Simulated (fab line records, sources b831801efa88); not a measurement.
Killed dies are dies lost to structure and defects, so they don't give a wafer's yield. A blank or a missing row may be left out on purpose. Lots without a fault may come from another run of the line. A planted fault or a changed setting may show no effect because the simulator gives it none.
Tool commonality check | flow sky130 | 15 lots, 45 wafers sampled

WHY IT WAS OPENED
At SKY_VT_ADJUST_LVTN_TW_MEAS_21 the reading VT_ADJUST_LVTN_2_TW is flagged on 3 of 15 lots. Wafers without a fault read 187.6, standard deviation 2.1.
Rule: a lot is flagged when every wafer of it that has a number lies more than 4 standard deviations from that mean, or none has a number. The other lots count as sound.

lot  | measured     | on            | VT_ADJUST_LVTN_2_TW, wafer by wafer | flag
L569 | day 7 19:53  | film_metro-01 | 186.7 185.6 187.1                   |
L570 | day 8 07:54  | film_metro-03 | 186.4 186.2 185.9                   |
L571 | day 9 07:21  | film_metro-03 | 29.8 29.8 29.7                      | FLAGGED
L572 | day 9 11:13  | film_metro-01 | 29.6 29.6 29.7                      | FLAGGED
L573 | day 9 13:40  | film_metro-04 | 30.3 30.2 30.3                      | FLAGGED
L574 | day 10 01:33 | film_metro-04 | 191.2 191.0 190.4                   |
L581 | day 12 01:35 | film_metro-04 | 190.1 191.1 190.2                   |
L582 | day 12 02:40 | film_metro-04 | 190.9 190.2 190.5                   |
L583 | day 12 08:34 | film_metro-01 | 188.0 186.9 187.8                   |
L584 | day 12 15:52 | film_metro-01 | 188.3 188.0 188.4                   |
L585 | day 12 17:34 | film_metro-03 | 187.4 186.3 187.4                   |
L586 | day 12 19:54 | film_metro-01 | 187.6 188.0 187.7                   |
L588 | day 13 09:56 | film_metro-04 | 191.1 190.7 190.4                   |
L590 | day 14 00:00 | film_metro-01 | 186.4 186.5 186.1                   |
L591 | day 14 07:40 | film_metro-01 | 186.7 185.7 186.6                   |
The numbers of the flagged lots are 29.9 on average: -157.7 against the usual, or -75 standard deviations.

WHICH TOOL RAN EACH LOT
The record holds 2 process steps before the reading, out of a route of 708 steps. In each cell: the tool, then ch and the chambers that the sampled wafers went through, then the start.
lot  | flag    | SKY_VT_ADJUST_LVTN_STRIP_09          | SKY_VT_ADJUST_LVTN_STRIP_20
L569 |         | plasma_asher-02 ch 0,1, day 7 00:16  | plasma_asher-04 ch 0,1, day 7 19:46
L570 |         | plasma_asher-04 ch 0,1, day 7 11:36  | plasma_asher-04 ch 0,1, day 8 07:48
L571 | FLAGGED | plasma_asher-02 ch 0,1, day 8 09:39  | plasma_asher-01 ch 0,1, day 9 07:15
L572 | FLAGGED | plasma_asher-01 ch 0,1, day 8 13:49  | plasma_asher-04 ch 0,1, day 9 11:07
L573 | FLAGGED | plasma_asher-02 ch 0,1, day 8 15:46  | plasma_asher-02 ch 0,1, day 9 13:35
L574 |         | plasma_asher-02 ch 0,1, day 9 02:55  | plasma_asher-04 ch 0,1, day 10 01:27
L581 |         | plasma_asher-01 ch 0, day 11 00:51   | plasma_asher-01 ch 0,1, day 12 01:28
L582 |         | plasma_asher-04 ch 0,1, day 11 01:33 | plasma_asher-02 ch 0,1, day 12 02:34
L583 |         | plasma_asher-01 ch 0,1, day 11 08:03 | plasma_asher-04 ch 0,1, day 12 08:28
L584 |         | plasma_asher-02 ch 0,1, day 11 15:27 | plasma_asher-01 ch 0,1, day 12 15:45
L585 |         | plasma_asher-04 ch 0,1, day 11 17:16 | plasma_asher-02 ch 0,1, day 12 17:28
L586 |         | plasma_asher-02 ch 0,1, day 11 19:40 | plasma_asher-04 ch 0,1, day 12 19:48
L588 |         | plasma_asher-02 ch 0,1, day 12 09:09 | plasma_asher-04 ch 0,1, day 13 09:50
L590 |         | plasma_asher-01 ch 0,1, day 12 22:37 | plasma_asher-04 ch 0,1, day 13 23:54
L591 |         | plasma_asher-01 ch 0,1, day 13 05:39 | plasma_asher-02 ch 0,1, day 14 07:33
What these steps do:
- SKY_VT_ADJUST_LVTN_STRIP_09: strips in O2/N2.
- SKY_VT_ADJUST_LVTN_STRIP_20: strips in O2/N2.
- SKY_VT_ADJUST_LVTN_TW_MEAS_21

FLAGGED OVER TOTAL, TOOL BY TOOL (the gauges that took the reading come last)
step                          | tool            | lots run | flagged | share of the flagged lots | sound lots run after its first flagged lot
SKY_VT_ADJUST_LVTN_STRIP_09   | plasma_asher-01 | 5        | 1       | some                      | 4 (L581,L583,L590,L591)
SKY_VT_ADJUST_LVTN_STRIP_09   | plasma_asher-02 | 7        | 2       | some                      | 4 (L574,L584,L586,L588)
SKY_VT_ADJUST_LVTN_STRIP_09   | plasma_asher-04 | 3        | 0       | none                      | -
SKY_VT_ADJUST_LVTN_STRIP_20   | plasma_asher-01 | 3        | 1       | some                      | 2 (L581,L584)
SKY_VT_ADJUST_LVTN_STRIP_20   | plasma_asher-02 | 4        | 1       | some                      | 3 (L582,L585,L591)
SKY_VT_ADJUST_LVTN_STRIP_20   | plasma_asher-04 | 8        | 1       | some                      | 5 (L574,L583,L586,L588,L590)
SKY_VT_ADJUST_LVTN_TW_MEAS_21 | film_metro-01   | 7        | 1       | some                      | 5 (L583,L584,L586,L590,L591)
SKY_VT_ADJUST_LVTN_TW_MEAS_21 | film_metro-03   | 3        | 1       | some                      | 1 (L585)
SKY_VT_ADJUST_LVTN_TW_MEAS_21 | film_metro-04   | 5        | 1       | some                      | 4 (L574,L581,L582,L588)

WHAT THE TABLE ALLOWS
No row of the table ran every flagged lot.

WHAT THE SIMULATOR HAD PUT IN
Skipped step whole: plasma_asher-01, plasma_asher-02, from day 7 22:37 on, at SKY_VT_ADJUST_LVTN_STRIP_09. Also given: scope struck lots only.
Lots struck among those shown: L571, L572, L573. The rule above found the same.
